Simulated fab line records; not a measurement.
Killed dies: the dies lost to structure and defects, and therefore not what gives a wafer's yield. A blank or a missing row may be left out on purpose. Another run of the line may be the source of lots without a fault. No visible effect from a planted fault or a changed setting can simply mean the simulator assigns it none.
Chamber matching + flow sky130 + SKY_POLY_GATE_ETCH_17 on rie si-01 has 4 sister chambers
The step etches poly-Si in HBr/Cl2, stops on SiO2, target depth 180 nm, time 70.5 s. 16 wafers are shown with their chamber, then 8 later ones without.

## WAFERS, EACH WITH ITS CHAMBER
| wafer  | chamber | drypump motor current A (A) | oes product au (a.u.) | rf fwd power W (W) |
|--------|---------|-----------------------------|-----------------------|--------------------|
| L408.2 | 0       | 5.48                        | 0.972                 | 398.5              |
| L408.4 | 3       | 6.27                        | 0.975                 | 398.0              |
| L408.5 | 0       | 5.44                        | 0.970                 | 398.4              |
| L409.2 | 3       | 6.29                        | 0.986                 | 397.3              |
| L409.5 | 0       | 5.46                        | 0.980                 | 399.5              |
| L409.6 | 3       | 6.29                        | 0.984                 | 396.2              |
| L411.2 | 0       | 5.47                        | 0.985                 | 394.7              |
| L411.3 | 3       | 6.28                        | 0.995                 | 397.6              |
| L411.5 | 2       | 5.93                        | 1.008                 | 397.2              |
| L413.1 | 0       | 5.44                        | 0.973                 | 396.3              |
| L413.3 | 2       | 5.93                        | 0.986                 | 399.0              |
| L413.6 | 2       | 5.93                        | 0.983                 | 398.7              |
| L415.1 | 1       | 5.86                        | 0.973                 | 397.1              |
| L415.2 | 3       | 6.30                        | 0.978                 | 398.1              |
| L415.6 | 3       | 6.30                        | 0.979                 | 398.8              |
| L417.4 | 1       | 5.89                        | 0.981                 | 396.0              |

SIGNATURES (means of the wafers above)
| reading                 | chamber 0 | chamber 1 | chamber 2 | chamber 3 | scatter within a chamber |
|-------------------------|-----------|-----------|-----------|-----------|--------------------------|
| drypump motor current A | 5.4580    | 5.8750    | 5.9300    | 6.2883    | 0.0142                   |
| oes product au          | 0.97600   | 0.97700   | 0.99233   | 0.98283   | 0.00827                  |
| rf fwd power W          | 397.480   | 396.550   | 398.300   | 397.667   | 1.34                     |
Rule: a wafer lies at a distance from a chamber equal to the root of the sum of squares, over the readings, of (its reading less the chamber's mean, divided by the reading's scatter). The wafer belongs to the nearest chamber; if the next one is less than 2 further off, it can't be placed. How the scatter is found: for the shown wafers, subtract from each reading the mean of its chamber, square and add these, divide the total by (wafers less chambers), then take the root.

## WAFERS WHOSE CHAMBER IS MISSING
| wafer  | drypump motor current A (A) | oes product au (a.u.) | rf fwd power W (W) |
|--------|-----------------------------|-----------------------|--------------------|
| L417.5 | 6.29                        | 0.985                 | 396.1              |
| L417.6 | 5.91                        | 0.983                 | 397.5              |
| L418.2 | 5.86                        | 0.988                 | 398.4              |
| L418.5 | 5.95                        | 0.992                 | 396.3              |
| L418.6 | 5.91                        | 0.986                 | 399.3              |
| L421.2 | 6.28                        | 0.991                 | 396.0              |
| L421.4 | 5.49                        | 0.987                 | 397.6              |
| L421.5 | 5.85                        | 0.983                 | 397.5              |

## EACH ONE'S CHAMBER
| wafer  | from the rows above     | in truth |
|--------|-------------------------|----------|
| L417.5 | 3                       | 3        |
| L417.6 | can't be placed: 2 or 1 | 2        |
| L418.2 | 1                       | 1        |
| L418.5 | 2                       | 2        |
| L418.6 | can't be placed: 2 or 1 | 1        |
| L421.2 | 3                       | 3        |
| L421.4 | 0                       | 0        |
| L421.5 | 1                       | 1        |
Placed correctly: 6 of 8. These rows do not allow placing 2 (true chamber among the candidates in 2). Placed wrongly: 0.
